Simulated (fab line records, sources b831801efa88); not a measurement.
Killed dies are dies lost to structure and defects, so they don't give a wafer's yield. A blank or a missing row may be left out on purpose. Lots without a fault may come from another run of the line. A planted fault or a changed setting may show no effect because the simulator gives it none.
Which tool did it? | flow sky130 | 10 lots, 30 wafers sampled, at 1 step of a route of 708

WHAT THE GAUGES READ, wafer by wafer
SKY_SONOS_ONO_THK_MEAS_05.
lot  | measured     | on            | SONOS_ONO_CVD_04_THK (nm)
L691 | day 11 13:48 | film_metro-02 | 5.78 5.85 5.75
L693 | day 12 04:54 | film_metro-01 | 5.75 5.65 5.74
L694 | day 12 14:36 | film_metro-02 | 5.89 5.95 5.89
L695 | day 12 21:35 | film_metro-03 | 5.66 5.70 5.60
L700 | day 14 11:54 | film_metro-03 | 5.61 5.54 5.58
L706 | day 16 08:29 | film_metro-03 | 5.65 5.72 5.77
L710 | day 17 17:29 | film_metro-02 | 5.66 5.67 5.64
L711 | day 18 02:29 | film_metro-01 | 5.71 5.73 5.73
L712 | day 18 09:29 | film_metro-02 | 5.60 5.74 5.63
L713 | day 18 17:38 | film_metro-03 | 5.88 5.72 5.84

WHICH TOOL RAN EACH LOT (tool, then ch and the chambers of the sampled wafers, then the start)
The record holds no process step before these readings.

THE ANSWER, worked out from the rows above alone
Rule: what is usual is taken from the lots themselves. Put in order of their means at a reading, lots are off if they are a third of the lots or fewer, leave a main group of 4 or more, and stand apart from it by a gap of 3 or more times the standard deviation of the main group's means; of several such gaps the widest counts. A main group whose means are all the same, to the digits that the tables above print for the reading, isn't used. A lot without any number at a reading at which 4 lots or more have one is off too. The other lots that the step has rows for count as sound.
No lot is off at any reading shown: from this, nothing can be told.

WHAT THE SIMULATOR HAD PUT IN
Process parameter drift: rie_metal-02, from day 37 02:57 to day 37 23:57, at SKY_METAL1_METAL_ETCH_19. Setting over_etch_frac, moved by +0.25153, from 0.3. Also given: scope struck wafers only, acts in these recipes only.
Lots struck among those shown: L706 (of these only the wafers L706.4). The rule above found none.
